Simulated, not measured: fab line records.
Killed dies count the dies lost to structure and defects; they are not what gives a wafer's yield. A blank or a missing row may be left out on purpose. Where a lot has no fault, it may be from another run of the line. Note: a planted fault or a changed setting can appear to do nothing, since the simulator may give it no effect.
Which tool did it? | flow sfq_line | 8 lots with 24 wafers sampled at 3 steps, on a route of 325 steps

WHAT EACH GAUGE READ, for each wafer
SFQ_C5_OVL_MEAS_937.
lot  | measured     | on         | C5_OVL (nm)
L742 | day 69 10:35 | overlay-01 | 3 5 9
L745 | day 72 07:08 | overlay-01 | 4 2 0
L748 | day 72 14:26 | overlay-01 | 5 1 11
L750 | day 73 13:27 | overlay-02 | -2 2 -4
L752 | day 76 06:21 | overlay-02 | 49 43 43
L754 | day 77 22:50 | overlay-02 | 48 46 48
L759 | day 81 00:25 | overlay-02 | 3 4 7
L762 | day 85 14:57 | overlay-02 | 4 5 5

WHAT TOOL EACH LOT RAN ON (gives the tool, then ch and the chambers of the sampled wafers, and finally the start)
lot  | SFQ_TRILAYER_R5_ETCH_METAL_ETCH_139 | SFQ_TRILAYER_C5_LITHO_EXPOSE_152
L742 | rie_metal-04 ch 0, day 64 02:53     | krf_scanner-02 ch 0, day 69 09:05
L745 | rie_metal-04 ch 0,1, day 64 06:38   | krf_scanner-01 ch 0, day 72 06:01
L748 | rie_metal-01 ch 0,1, day 65 03:22   | krf_scanner-02 ch 0, day 72 12:56
L750 | rie_metal-02 ch 0,1, day 66 11:47   | krf_scanner-01 ch 0, day 73 12:08
L752 | rie_metal-01 ch 0,1, day 69 03:13   | krf_scanner-01 ch 0, day 76 05:14
L754 | rie_metal-01 ch 0,1, day 74 07:32   | krf_scanner-01 ch 0, day 77 21:20
L759 | rie_metal-04 ch 0,1, day 77 07:38   | krf_scanner-02 ch 0, day 80 22:55
L762 | rie_metal-04 ch 0,1, day 79 06:46   | krf_scanner-02 ch 0, day 85 13:38
- SFQ_TRILAYER_R5_ETCH_METAL_ETCH_139: etches the open film in Cl2, stops on SiO2, target depth 60 nm, time 40 s.
- SFQ_TRILAYER_C5_LITHO_EXPOSE_152: exposes mask C5, target cd 500 nm.

THE ANSWER, worked out from the rows above alone
Rule: usual is defined by the lots themselves. Put in order of their means at a reading, lots are off if they are a third of the lots or fewer, leave a main group of 4 or more, and stand apart from it by a gap of 3 or more times the standard deviation of the main group's means; of several such gaps the widest counts. The tables above print the reading to a certain number of digits; a main group whose means all agree to those digits is not used. Also off: a lot with no number at a reading for which 4 or more lots have one. All remaining lots with rows at the step are treated as sound.
Off: at SFQ_C5_OVL_MEAS_937 (C5_OVL), L752, L754. The main group has a mean of 4 nm with a standard deviation of 2.5.
A tool fits if, at a process step before that reading, it ran every lot that is off, and no sound lot after the first of them. The gauges at SFQ_C5_OVL_MEAS_937 are tried like those tools. 2 tools fit, rie_metal-01 at SFQ_TRILAYER_R5_ETCH_METAL_ETCH_139 and krf_scanner-01 at SFQ_TRILAYER_C5_LITHO_EXPOSE_152, so this cannot tell which one it is.

WHAT THE SIMULATOR PUT IN
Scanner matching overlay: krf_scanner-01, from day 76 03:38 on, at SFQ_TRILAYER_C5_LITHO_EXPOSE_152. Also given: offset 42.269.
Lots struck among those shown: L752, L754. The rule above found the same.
